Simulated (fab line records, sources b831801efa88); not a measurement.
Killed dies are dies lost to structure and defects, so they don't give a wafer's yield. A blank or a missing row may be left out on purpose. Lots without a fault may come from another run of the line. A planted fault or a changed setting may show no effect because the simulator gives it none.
Chamber matching | flow gf180mcu | GF_STI_ETCH_14 on rie_si-02: 4 sister chambers
The step etches Si in HBr/Cl2/O2, target depth 360 nm, time 102.9 s. 8 wafers are shown with their chamber, then 7 later ones without.

WAFERS WITH THEIR CHAMBER
wafer  | chamber | oes_product_au (a.u.) | throttle_valve_pct (%)
L395.4 | 1       | 0.996                 | 25.668
L397.1 | 0       | 1.009                 | 25.652
L398.3 | 1       | 0.993                 | 25.659
L398.5 | 2       | 0.993                 | 25.658
L399.1 | 2       | 1.011                 | 25.647
L399.5 | 3       | 1.004                 | 25.659
L401.1 | 3       | 1.014                 | 25.643
L401.3 | 0       | 1.033                 | 25.634

WAFERS WITHOUT THEIR CHAMBER
wafer  | oes_product_au (a.u.) | throttle_valve_pct (%)
L401.5 | 1.016                 | 25.649
L411.2 | 1.009                 | 25.658
L411.4 | 1.017                 | 25.652
L411.5 | 0.997                 | 25.656
L418.1 | 1.003                 | 25.656
L418.3 | 1.041                 | 25.633
L418.6 | 1.003                 | 25.659

WHICH CHAMBER EACH WENT THROUGH
wafer  | from the rows above               | in truth
L401.5 | can't be placed: 3 or 0 or 2 or 1 | 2
L411.2 | can't be placed: 3 or 2 or 1 or 0 | 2
L411.4 | can't be placed: 3 or 0 or 2 or 1 | 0
L411.5 | can't be placed: 2 or 1 or 3 or 0 | 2
L418.1 | can't be placed: 2 or 3 or 1 or 0 | 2
L418.3 | can't be placed: 0 or 3 or 2      | 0
L418.6 | can't be placed: 2 or 1 or 3 or 0 | 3
Placed correctly: 0 of 7. Can't be placed from these rows: 7 (the true chamber is among the candidates in 7). Placed wrongly: 0.
How it was worked out, from the rows above alone: a wafer's distance from a chamber is the root of the sum, over the readings, of the square of ((its reading less the chamber's mean) divided by the reading's scatter). The wafer belongs to the nearest chamber; if the next one is less than 2 further off, it can't be placed. A chamber's mean is the mean of its shown wafers. The scatter: the root of (the sum of the squares of (reading less its chamber's mean) over the shown wafers, divided by (wafers less chambers)).
